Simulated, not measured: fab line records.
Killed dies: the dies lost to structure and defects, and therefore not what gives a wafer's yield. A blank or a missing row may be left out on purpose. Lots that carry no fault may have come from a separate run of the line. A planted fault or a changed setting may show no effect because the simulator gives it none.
Struck lot and sound lot, side by side -- flow gf180mcu -- 17 out of 602 route steps
Sound: these wafers, L274.1, L274.2, L274.4. Struck: wafers L285.1, L285.2, L285.3. At the end, the cause is stated.
Order at every step that has rows: each side's tool, ch and its chambers, its first start. Under that, the readings that differ: sound wafers -- struck wafers -- difference of the means -- sigmas: that difference in standard deviations of wafers without a fault.
alike: readings with means less than 2 such deviations apart, plus words and numbers identical on both sides. not compared: withheld readings, readings lacking a value on some wafer, bounds such as >300 that could conceal the same value, and numbers that have no deviation in the record and whose values overlap.
The two part at a step that has a row with sigmas, a row that says differs or no value, or rows on one side only. When numbers do not overlap yet have no deviation, they are printed without sigmas and do not part them. Lack of a reading on every wafer of one side parts them only where that side has two or more wafers.

first, 6 steps without rows for these wafers: GF_V1_ETCH_17 (etches SiO2 in C4F8/O2/Ar, stops on TiN, target depth 630 nm); GF_V1_STRIP_18 (strips in O2/N2); GF_V1_STRIP_19 (strips in post etch residue remover, time 1200 s); GF_V1_CLEAN_20 (cleans in DIW); GF_V1_SPUTTER_21 (material Ti, target thk 15 nm, time 80.02 s); GF_V1_SPUTTER_22 (material TiN, target thk 10 nm, time 40 s).
GF_V1_CVD_23: deposits W, target thk 350 nm, time 105.05 s.
  sound on cvd-w-01 ch 0,1, day 20 11:08; struck on cvd-w-02 ch 0,1, day 24 15:45
  alike: heater-power-w
GF_V1_RS_MEAS_24: a four-point-probe measurement.
  sound on film-metro-01 at day 20 11:15; struck on film-metro-03 at day 24 15:52
  alike: V1_W_RS
GF_V1_THK_MEAS_25: measures by xrf.
  sound on film-metro-01 at day 20 11:22; struck on film-metro-03 at day 24 15:59
  alike: V1_W_THK
GF_V1_CMP_26: polishes, stops on SiO2, t overpolish 15 s, target thk 0 nm.
  sound on cmp-01 ch 1,2,3, day 20 11:26; struck on cmp-02 ch 0,1,3, day 24 16:05
  alike: motor-current-A, overpolish-run-s, time-to-endpoint-s
GF_M2_SPUTTER_00: material Ti, target thk 37.5 nm, time 150 s.
  sound on pvd-sputter-02 at day 20 11:44; struck on pvd-sputter-01 at day 24 16:20
  alike: cathode-dc-power-W, chamber-pressure-pa, throttle-valve-pct
then, 1 step without rows for these wafers: GF_M2_SPUTTER_01 (material TiN, target thk 30 nm, time 25 s).
GF_M2_SPUTTER_02: material AlCu, target thk 450 nm, time 23.9 s.
  sound on pvd-sputter-02 at day 20 11:52; struck on pvd-sputter-01 at day 24 16:28
  no value came back on the struck wafers for cathode-dc-power-W (W), chamber-pressure-pa (Pa), throttle-valve-pct (%); on the sound wafers cathode-dc-power-W (W) reads 10600 10602 10600
GF_M2_SPUTTER_03: material Ti, target thk 10 nm, time 6.7 s.
  sound on pvd-sputter-02 at day 20 11:53; struck on pvd-sputter-01 at day 24 16:30
  alike: cathode-dc-power-W, chamber-pressure-pa, throttle-valve-pct
GF_M2_SPUTTER_04: material TiN, target thk 50 nm, time 41.7 s.
  sound on pvd-sputter-02 at day 20 11:55; struck on pvd-sputter-01 at day 24 16:31
  alike: cathode-dc-power-W, chamber-pressure-pa, throttle-valve-pct
GF_M2_RS_MEAS_05: a four-point-probe measurement.
  sound on film-metro-03 at day 20 11:57; struck on film-metro-01 at day 24 16:51
reading,sound,struck,difference,sigmas
M2_ALCU_RS (ohm/sq),0.0682 0.0694 0.0693,7.1548 7.1061 7.1354,+7.0631,+99 or more
  not compared: hold
GF_PASSIVATION_PROBE_99:
  the record holds rows for the sound wafers here (prober-02, day 30 21:25) but none for the struck ones

WHERE THEY PART
Earliest at GF_M2_SPUTTER_02; latest, in this record, at GF_PASSIVATION_PROBE_99.

WHY: the cause the simulator had injected
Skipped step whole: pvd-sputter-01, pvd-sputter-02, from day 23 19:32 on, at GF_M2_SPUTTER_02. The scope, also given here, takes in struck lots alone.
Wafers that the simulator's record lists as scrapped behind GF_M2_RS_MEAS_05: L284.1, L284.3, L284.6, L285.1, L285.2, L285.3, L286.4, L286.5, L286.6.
